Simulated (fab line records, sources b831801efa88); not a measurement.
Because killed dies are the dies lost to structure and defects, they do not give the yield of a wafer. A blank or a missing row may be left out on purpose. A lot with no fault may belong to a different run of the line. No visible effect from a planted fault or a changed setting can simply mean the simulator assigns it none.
Split-lot experiment    flow sfqLine    on a route of 325 steps: 5 lots, 23 wafers read

THE SPLIT
At SFQ_TRILAYER_M0_LITHO_COAT_026 (resist thk 62 nm), the setting spinRpm was moved away from the recipe's 3000 rpm on 5 of the 23 wafers read, by +3.0% to +3.4%. This setting was run at the recipe's value on the other wafers.

The split's own step is where the reading is taken.

THE READING
BARC_of_TRILAYER_M0_LITHO_COAT_026.thkNm (the simulator's own value, which no gauge read), in nm, at SFQ_TRILAYER_M0_LITHO_COAT_026 (resist thk 62 nm). The file does not state a usual value for it. The 18 wafers here that ran the recipe average 61.91 nm, standard deviation 0.18 nm.

wafer   tool, chamber at the split  spinRpm as run, rpm  against the recipe  BARC_of_TRILAYER_M0_LITHO_COAT_026.thkNm, nm  against lot-mates on the recipe
L076.1  lithoTrack-02, 0            3091                 +3.0%               60.94                                         -0.98
L076.2  lithoTrack-02, 0            3000                 recipe              61.9                                          -
L076.3  lithoTrack-02, 0            3000                 recipe              61.89                                         -
L076.5  lithoTrack-02, 0            3091                 +3.0%               61.06                                         -0.86
L076.6  lithoTrack-02, 0            3000                 recipe              61.96                                         -
L077.1  lithoTrack-01, 0            3000                 recipe              61.85                                         -
L077.3  lithoTrack-01, 0            3000                 recipe              61.95                                         -
L077.4  lithoTrack-01, 0            3000                 recipe              62.05                                         -
L077.5  lithoTrack-01, 0            3000                 recipe              62.09                                         -
L077.6  lithoTrack-01, 0            3000                 recipe              61.84                                         -
L079.1  lithoTrack-01, 0            3000                 recipe              61.89                                         -
L079.3  lithoTrack-01, 0            3000                 recipe              62.17                                         -
L079.4  lithoTrack-01, 0            3000                 recipe              62.09                                         -
L079.5  lithoTrack-01, 0            3000                 recipe              62.02                                         -
L079.6  lithoTrack-01, 0            3000                 recipe              61.95                                         -
L081.1  lithoTrack-01, 0            3000                 recipe              61.71                                         -
L081.3  lithoTrack-01, 0            3000                 recipe              61.54                                         -
L081.4  lithoTrack-01, 0            3000                 recipe              61.46                                         -
L083.1  lithoTrack-04, 0            3102                 +3.4%               61.04                                         -1.02
L083.2  lithoTrack-04, 0            3000                 recipe              62.04                                         -
L083.3  lithoTrack-04, 0            3102                 +3.4%               60.99                                         -1.06
L083.4  lithoTrack-04, 0            3102                 +3.4%               61.01                                         -1.05
L083.6  lithoTrack-04, 0            3000                 recipe              62.07                                         -

THE FIT
A straight line over all 23 wafers: BARC_of_TRILAYER_M0_LITHO_COAT_026.thkNm changes by -0.278 nm for each +1% of spinRpm; r = -0.91; the points scatter about the line by 0.17 nm.
The same after taking each lot's own level away (the mean of its wafers on the recipe; 23 wafers): -0.305 nm for each +1%; r = -0.98; scatter 0.083 nm.
The reading moves by 1 nm for the largest change in spinRpm, on that fit.
From 61.570 to 62.055 nm: that is the span of the lots' own levels, equal to 2.7 times the standard deviation above.
So the lot-to-lot level changes the slope little: the two slopes agree.
Check: -1.04 nm against its lot-mates is what the line predicts for one of the wafers moved furthest among these (+3.4%) when that wafer is left out of the fit. Against them it came out at -1.02 nm.

OTHER SPLITS APPLIED TO THESE WAFERS
Before the reading, these wafers also passed through other splits. Each is held against what the fit with the lots' levels taken away leaves over:
other split on the same wafers              wafers away from the commonest value  r with BARC_of_TRILAYER_M0_LITHO_COAT_026.thkNm (lot level and that fit taken away)
SFQ_TRILAYER_INCOMING_OXIDATION_002 tempC   10                                    +0.00
SFQ_TRILAYER_L0_DEP_SPUTTER_003 powerW      7                                     +0.19
SFQ_TRILAYER_L0_LITHO_PEB_008 pebTimeS      10                                    +0.11
SFQ_TRILAYER_L0_VIA_LITHO_COAT_018 spinRpm  5                                     -0.03
SFQ_TRILAYER_L0_VIA_LITHO_PEB_016 pebTimeS  10                                    -0.14

FILE'S OWN FIT
BARC_of_TRILAYER_M0_LITHO_COAT_026.thkNm changes by -0.305 nm for each +1% of spinRpm, r = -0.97.
